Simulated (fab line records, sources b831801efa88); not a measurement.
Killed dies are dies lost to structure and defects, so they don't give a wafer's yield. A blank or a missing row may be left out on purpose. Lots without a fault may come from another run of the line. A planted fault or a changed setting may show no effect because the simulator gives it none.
Tool commonality check | flow gf180mcu | 13 lots, 39 wafers sampled

WHY IT WAS OPENED
At GF_HV_LDD_OVL_MEAS_32 the reading HV_LDD_02_OVL is flagged on 2 of 13 lots. Wafers without a fault read -0.8 nm, standard deviation 1.5.
Rule: a lot is flagged when every wafer of it that has a number lies more than 4 standard deviations from that mean, or none has a number. The other lots count as sound.

lot  | measured     | on         | HV_LDD_02_OVL (nm), wafer by wafer | flag
L229 | day 11 15:10 | overlay-02 | 0.2 1.5 -0.7                       |
L230 | day 11 21:10 | overlay-01 | -1.2 -1.5 -2.8                     |
L231 | day 12 04:14 | overlay-02 | -1.0 -2.8 -3.4                     |
L232 | day 12 11:10 | overlay-02 | -1.2 -0.2 -1.7                     |
L234 | day 13 06:25 | overlay-01 | -3.1 -3.7 -4.5                     |
L235 | day 13 12:46 | overlay-02 | -0.9 0.5 -1.2                      |
L236 | day 13 22:28 | overlay-02 | 0.0 -1.2 0.3                       |
L240 | day 15 03:43 | overlay-02 | -110.6 -111.5 -110.9               | FLAGGED
L245 | day 16 22:37 | overlay-01 | -0.8 -1.0 -1.2                     |
L246 | day 17 02:52 | overlay-01 | 0.5 -0.7 0.1                       |
L247 | day 17 17:31 | overlay-01 | -113.0 -113.1 -114.2               | FLAGGED
L248 | day 17 23:07 | overlay-01 | 0.9 1.3 0.3                        |
L252 | day 19 08:25 | overlay-02 | -1.4 -1.6 -0.3                     |
The numbers of the flagged lots are -112.2 nm on average: -111.4 nm against the usual, or -74 standard deviations.

WHICH TOOL RAN EACH LOT
The record holds 1 process step before the reading, out of a route of 602 steps. In each cell: the tool, then ch and the chambers that the sampled wafers went through, then the start.
lot  | flag    | GF_HV_LDD_EXPOSE_28
L229 |         | iline_stepper-02 ch 0, day 11 05:42
L230 |         | iline_stepper-02 ch 0, day 11 11:40
L231 |         | iline_stepper-01 ch 0, day 11 18:10
L232 |         | iline_stepper-01 ch 0, day 12 01:15
L234 |         | iline_stepper-01 ch 0, day 12 20:36
L235 |         | iline_stepper-01 ch 0, day 13 02:54
L236 |         | iline_stepper-02 ch 0, day 13 12:10
L240 | FLAGGED | iline_stepper-02 ch 0, day 14 17:16
L245 |         | iline_stepper-01 ch 0, day 16 10:46
L246 |         | iline_stepper-01 ch 0, day 16 15:36
L247 | FLAGGED | iline_stepper-02 ch 0, day 17 05:49
L248 |         | iline_stepper-01 ch 0, day 17 11:11
L252 |         | iline_stepper-01 ch 0, day 18 20:19
What these steps do:
- GF_HV_LDD_EXPOSE_28: exposes mask Nplus HV AREA, target cd 400 nm.
- GF_HV_LDD_OVL_MEAS_32

FLAGGED OVER TOTAL, TOOL BY TOOL (the gauges that took the reading come last)
step                  | tool             | lots run | flagged | share of the flagged lots | sound lots run after its first flagged lot
GF_HV_LDD_EXPOSE_28   | iline_stepper-01 | 8        | 0       | none                      | -
GF_HV_LDD_EXPOSE_28   | iline_stepper-02 | 5        | 2       | all                       | 0
GF_HV_LDD_OVL_MEAS_32 | overlay-01       | 6        | 1       | some                      | 1 (L248)
GF_HV_LDD_OVL_MEAS_32 | overlay-02       | 7        | 1       | some                      | 1 (L252)

WHAT THE TABLE ALLOWS
1 row of the table ran every flagged lot: iline_stepper-02 at GF_HV_LDD_EXPOSE_28.
- iline_stepper-02 at GF_HV_LDD_EXPOSE_28: 2 of its 5 lots flagged. Its last sound lot is L236 (day 13 12:10), its first flagged lot L240 (day 14 17:16): a fault that began between those two fits.
One tool is left: iline_stepper-02 at GF_HV_LDD_EXPOSE_28.

WHAT THE SIMULATOR HAD PUT IN
Scanner matching overlay: iline_stepper-02, from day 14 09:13 on, at GF_HV_LDD_EXPOSE_28. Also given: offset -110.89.
Lots struck among those shown: L240, L247. The rule above found the same.
